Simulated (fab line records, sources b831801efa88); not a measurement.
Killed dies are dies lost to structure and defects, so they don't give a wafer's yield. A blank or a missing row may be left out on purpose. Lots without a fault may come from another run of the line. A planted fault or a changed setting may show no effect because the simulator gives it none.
fab line records | flow sky130
record lots=6 wafers=18 last_day=50
route steps=708 shown METAL4@602 CAP2M@603
lots that met no fault: from a run of the same line without faults
start_h: hours from the record's first day to the start of the lot's first wafer shown | wait_h: hours since the lot's step before | " the same as in the row above | L1.1+2: a row that stands for several wafers | - no value, or no start given | * or withheld: withheld | < > ~ a bound
route shown NAME@n: a module of which the file shows steps, and the number in the route of the first | usual: mean/standard deviation of fault-free wafers | same: alike in all rows | chamber/n: place in a boat | sites: the reading at each site | _std_site: their standard deviation | _edge_site: outer sites' mean less inner sites' | radius_mm: how far each site lies from the wafer's centre | mask NAME#n: copy n | behind: the tool/chamber that last shaped the wafer | hold: why the lot was held/for how many hours/how that ended | device: the transistor (n, p or np) that didn't switch | end of line: the same wafers' tests at the end of the route | a step without rows: its recipe alone | killed: dies lost to structure and defects at the first sort, not the wafer's yield | map: a wafer's dies, x killed, . not, _ none there
set.NAME: the setting as run; set.NAME@STEP: as run at that earlier step | model.NAME: the simulator's own value behind a step, which no gauge read
lots at some steps of the route; a table a step, a row a wafer
services: from which hour (start_h, from the record's first day; less than 0 if before it) a tool's chamber was out of use, for how many hours, and why
## steps
# step SKY_METAL4_SPUTTER_04
# recipe material=TiN target_thk_nm=70 power_w=6500 time_s=58.3 chamber_pressure_pa=0.4
# usual throttle_valve_pct=30.8/1.2
# columns lot.wafer tool chamber start_h wait_h throttle_valve_pct
L349.3 pvd_sputter-01 - 991.09 0.0 32.3
L349.5 " - " " 30.2
L349.6 " - " " 30.2
L350.2 pvd_sputter-02 - 1003.84 0.0 30.5
L350.3 " - " " 31.4
L350.5 " - " " 32.2
L351.1 pvd_sputter-01 - 1005.91 0.0 32.0
L351.2 " - " " 30.1
L351.3 " - " " 29.3
L360.2 pvd_sputter-01 - 1059.82 0.0 32.3
L360.5 " - " " 32.0
L360.6 " - " " 29.6
L362.2 pvd_sputter-03 - 1068.57 0.0 30.9
L362.3 " - " " 29.7
L362.6 " - " " 29.6
L364.1 pvd_sputter-01 - 1076.31 0.0 32.1
L364.2 " - " " 30.0
L364.5 " - " " 30.1
# step SKY_CAP2M_CVD_00
# recipe material=SiO2 target_thk_nm=15.5 temp_c=400 time_s=withheld rf_w=450
# usual heater_power_w=751/73
# columns lot.wafer tool chamber start_h wait_h heater_power_w
L349.3 pecvd-04 0 991.14 0.0 791
L349.5 " 0 " " 793
L349.6 " 1 " " 802
L350.2 pecvd-02 1 1003.89 0.0 642
L350.3 " 2 " " 715
L350.5 " 1 " " 636
L351.1 pecvd-03 2 1005.96 0.0 794
L351.2 " 0 " " 726
L351.3 " 0 " " 733
L360.2 pecvd-04 2 1059.87 0.0 685
L360.5 " 2 " " 695
L360.6 " 1 " " 811
L362.2 pecvd-02 0 1068.62 0.0 783
L362.3 " 1 " " 676
L362.6 " 0 " " 796
L364.1 pecvd-04 1 1076.36 0.0 779
L364.2 " 2 " " 707
L364.5 " 0 " " 887
# step SKY_CAP2M_THK_MEAS_01
# recipe reads=SiO2_of_CAP2M_CVD_00
# usual CAP2M_CVD_00_THK=15.51/0.22
# columns lot.wafer tool chamber start_h wait_h CAP2M_CVD_00_THK[nm]
L349.3 film_metro-02 - 991.18 - 15.47
L349.5 " - " " 15.36
L349.6 " - " " 15.66
L350.2 film_metro-03 - 1003.93 - 15.31
L350.3 " - " " 15.44
L350.5 " - " " 15.49
L351.1 film_metro-04 - 1005.99 - 15.10
L351.2 " - " " 15.50
L351.3 " - " " 15.69
L360.2 film_metro-04 - 1059.90 - 15.59
L360.5 " - " " 15.56
L360.6 " - " " 15.87
L362.2 film_metro-03 - 1068.65 - 15.43
L362.3 " - " " 15.45
L362.6 " - " " 16.05
L364.1 film_metro-02 - 1076.38 - 15.58
L364.2 " - " " 15.40
L364.5 " - " " 15.60
# step SKY_CAP2M_SPUTTER_02
# recipe material=TiN target_thk_nm=200 temp_c=300 power_w=6500 time_s=166.7 chamber_pressure_pa=0.4
# usual throttle_valve_pct=30.5/1
# columns lot.wafer tool chamber start_h wait_h throttle_valve_pct
L349.3 pvd_sputter-02 - 991.22 0.0 29.8
L349.5 " - " " 30.1
L349.6 " - " " 29.8
L350.2 pvd_sputter-03 - 1003.98 0.0 33.2
L350.3 " - " " 29.6
L350.5 " - " " 29.9
L351.1 pvd_sputter-02 - 1006.05 0.1 29.9
L351.2 " - " " 30.0
L351.3 " - " " 32.0
L360.2 pvd_sputter-03 - 1059.95 0.0 33.0
L360.5 " - " " 29.3
L360.6 " - " " 33.2
L362.2 pvd_sputter-04 - 1068.70 0.0 31.0
L362.3 " - " " 30.4
L362.6 " - " " 29.4
L364.1 pvd_sputter-03 - 1076.44 0.1 33.0
L364.2 " - " " 29.6
L364.5 " - " " 29.4
# step SKY_CAP2M_RS_MEAS_03
# recipe thk_meas_gauge=four-point-probe reads=TiN_of_CAP2M_SPUTTER_02
# usual CAP2M_TIN_RS=6.93/0.081
# columns lot.wafer tool chamber start_h wait_h CAP2M_TIN_RS[ohm/sq]
L349.3 film_metro-03 - 991.37 0.1 6.91
L349.5 " - " " 6.85
L349.6 " - " " 6.95
L350.2 film_metro-02 - 1004.10 0.1 6.85
L350.3 " - " " 6.85
L350.5 " - " " 6.75
L351.1 film_metro-03 - 1006.16 0.1 7.09
L351.2 " - " " 6.99
L351.3 " - " " 7.03
L360.2 film_metro-02 - 1060.08 0.1 6.98
L360.5 " - " " 6.94
L360.6 " - " " 6.90
L362.2 film_metro-04 - 1068.83 0.1 7.01
L362.3 " - " " 7.08
L362.6 " - " " 6.99
L364.1 film_metro-04 - 1076.55 0.1 6.98
L364.2 " - " " 6.96
L364.5 " - " " 6.94
# step SKY_CAP2M_THK_MEAS_04
# recipe thk_meas_gauge=xrf reads=TiN_of_CAP2M_SPUTTER_02
# usual CAP2M_TIN_THK=200.1/2.9
# columns lot.wafer tool chamber start_h wait_h CAP2M_TIN_THK[nm]
L349.3 film_metro-03 - 991.47 0.1 203.0
L349.5 " - " " 205.4
L349.6 " - " " 201.1
L350.2 film_metro-02 - 1004.21 0.1 201.9
L350.3 " - " " 202.2
L350.5 " - " " 205.6
L351.1 film_metro-03 - 1006.28 0.1 198.5
L351.2 " - " " 200.2
L351.3 " - " " 199.6
L360.2 film_metro-02 - 1060.19 0.1 197.0
L360.5 " - " " 198.0
L360.6 " - " " 200.4
L362.2 film_metro-04 - 1068.94 0.1 197.2
L362.3 " - " " 195.7
L362.6 " - " " 198.3
L364.1 film_metro-04 - 1076.67 0.1 198.3
L364.2 " - " " 199.0
L364.5 " - " " 198.8
# step SKY_CAP2M_DEHYDRATE_05
# recipe temp_c=200 time_s=60
# step SKY_CAP2M_HMDS_06
# recipe prime_time_s=60 prime_temp_c=120
# step SKY_CAP2M_COAT_07
# recipe resist=NOVOLAK spin_rpm=3000 resist_thk_nm=1140
# step SKY_CAP2M_SOFTBAKE_08
# recipe temp_c=90 time_s=60 resist=NOVOLAK
# step SKY_CAP2M_EXPOSE_09
# recipe mask_id=CAP2M na=0.6 source_shape=conventional sigma_outer=0.6 polarization=unpolarized target_cd_nm=1000 dose_mj=159
# step SKY_CAP2M_PEB_10
# recipe temp_c=withheld time_s=* resist=NOVOLAK
# step SKY_CAP2M_DEVELOP_11
# recipe resist=NOVOLAK developer=TMAH develop_time_s=60 dev_temp_c=23
# usual chill_plate_temp_C=22.99/0.095 develop_time_s=60/0
# columns lot.wafer tool chamber start_h wait_h chill_plate_temp_C develop_time_s
L349.3 litho_track-03 - 1014.05 0.1 - -
L349.5 " - " " - -
L349.6 " - " " - -
L350.2 litho_track-02 - 1027.24 0.1 - -
L350.3 " - " " - -
L350.5 " - " " - -
L351.1 litho_track-03 0 1028.10 0.1 22.80 60
L351.2 " 0 " " 22.96 60
L351.3 " 0 " " 22.96 60
L360.2 litho_track-02 0 1081.14 0.1 22.87 60
L360.5 " 0 " " 23.02 60
L360.6 " 0 " " 22.95 60
L362.2 litho_track-03 0 1089.72 0.1 22.92 60
L362.3 " 0 " " 23.03 60
L362.6 " 0 " " 23.09 60
L364.1 litho_track-03 0 1096.70 0.1 22.78 60
L364.2 " 0 " " 22.89 60
L364.5 " 0 " " 22.86 60
# step SKY_CAP2M_OVL_MEAS_12
# usual CAP2M_OVL=-0.8/1.4
# columns lot.wafer tool chamber start_h wait_h CAP2M_OVL[nm]
L349.3 overlay-01 - 1014.16 0.1 -
L349.5 " - " " -
L349.6 " - " " -
L350.2 overlay-01 - 1027.37 0.1 -
L350.3 " - " " -
L350.5 " - " " -
L351.1 overlay-01 - 1028.25 0.1 0.4
L351.2 " - " " -1.8
L351.3 " - " " -0.6
L360.2 overlay-01 - 1081.27 0.1 -3.1
L360.5 " - " " -3.0
L360.6 " - " " -3.6
L362.2 overlay-02 - 1089.85 0.1 -1.5
L362.3 " - " " -2.0
L362.6 " - " " -3.1
L364.1 overlay-01 - 1096.85 0.1 0.2
L364.2 " - " " 1.5
L364.5 " - " " 0.1
## services
# columns tool chamber start_h hours kind
pecvd-04 - 968.88 1.0 repair
pecvd-03 0 976.17 5.8 repair
pecvd-03 1 976.61 5.5 scheduled_down
pecvd-04 1 978.56 3.7 repair
pvd_sputter-04 - 983.36 7.5 repair
pecvd-04 - 984.39 5.5 pm
pvd_sputter-03 - 993.22 1.9 repair
pecvd-02 2 993.52 7.2 repair
pecvd-03 1 999.38 - clean
pecvd-03 1 999.38 - consumable_replace:showerhead
pecvd-03 1 999.38 29.0 scheduled_down
pecvd-03 1 999.38 29.0 vent_cycle
pvd_sputter-01 - 1007.28 4.8 repair
pvd_sputter-04 - 1020.97 0.5 repair
pecvd-04 0 1026.90 5.0 scheduled_down
pecvd-03 - 1027.19 1.4 repair
pecvd-03 0 1027.73 7.0 repair
pecvd-03 - 1064.04 0.4 repair
pecvd-03 1 1064.09 2.1 scheduled_down
pecvd-02 1 1089.26 5.5 scheduled_down
## key
first_sign step=SKY_CAP2M_DEVELOP_11 reading=tool_record direction=missing
effect none on later readings
met_at SKY_CAP2M_DEVELOP_11
struck_wafers L349.3,L349.5,L349.6,L350.2,L350.3,L350.5
later_rows_left_out L349.3,L349.5,L349.6,L350.2,L350.3,L350.5
sort_left_out L349.3,L349.5,L349.6,L350.2,L350.3,L350.5
fault kind=skipped_step_whole tool=litho_track-02,litho_track-03 chamber=- onset_h=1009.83 steps=SKY_CAP2M_DEVELOP_11 scope=struck_lots_only
# sort_left_out: the simulated sort isn't trusted on such a fault, so these wafers' sort isn't shown, and their yield isn't known
# later_rows_left_out: the simulator's readings of these wafers behind a module that went badly wrong aren't trusted and aren't shown, but for the sort
